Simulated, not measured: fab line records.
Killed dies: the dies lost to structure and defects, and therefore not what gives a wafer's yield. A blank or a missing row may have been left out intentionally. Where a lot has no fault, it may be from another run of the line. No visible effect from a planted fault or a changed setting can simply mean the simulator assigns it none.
Matching of chambers / flow gf180mcu / GF_V4_ETCH_16 on rie diel-01 has 4 sister chambers
The step etches BARC in N2/H2. 4 wafers are shown with their chamber, then 7 later ones without.

== WAFERS WITH THEIR CHAMBER ==
wafer=L599.4; chamber=1; rf fwd power W (W)=495.5
wafer=L599.5; chamber=3; rf fwd power W (W)=494.0
wafer=L600.3; chamber=0; rf fwd power W (W)=494.0
wafer=L600.4; chamber=2; rf fwd power W (W)=494.2

== WAFERS MISSING THEIR CHAMBER ==
wafer=L600.6; rf fwd power W (W)=492.5
wafer=L604.1; rf fwd power W (W)=497.0
wafer=L604.4; rf fwd power W (W)=492.0
wafer=L604.5; rf fwd power W (W)=495.2
wafer=L605.1; rf fwd power W (W)=494.5
wafer=L605.4; rf fwd power W (W)=496.0
wafer=L605.5; rf fwd power W (W)=494.4

== WHICH CHAMBER EACH WENT THROUGH ==
wafer=L600.6; from the rows above=can't be placed: 0 or 3 or 2 or 1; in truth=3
wafer=L604.1; from the rows above=can't be placed: 1 or 2 or 0 or 3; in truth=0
wafer=L604.4; from the rows above=can't be placed: 0 or 3 or 2 or 1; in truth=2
wafer=L604.5; from the rows above=can't be placed: 1 or 2 or 0 or 3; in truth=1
wafer=L605.1; from the rows above=can't be placed: 2 or 0 or 3 or 1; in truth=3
wafer=L605.4; from the rows above=can't be placed: 1 or 2 or 0 or 3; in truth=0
wafer=L605.5; from the rows above=can't be placed: 2 or 0 or 3 or 1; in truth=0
Correct placement for 0 of the 7. Cannot be placed on the basis of these rows: 7; the candidates contain the true chamber in 7. Number placed wrongly: 0.
How it was worked out, from the rows above alone: a wafer's distance from a chamber is the root of the sum, over the readings, of the square of ((its reading less the chamber's mean) divided by the reading's scatter). The wafer belongs to the nearest chamber; if the next one is less than 2 further off, it can't be placed. A chamber's mean is the mean of its shown wafers. The scatter (one wafer shown for each chamber): square how far every hidden wafer sits from the nearest shown wafer, average those squares and take the square root.
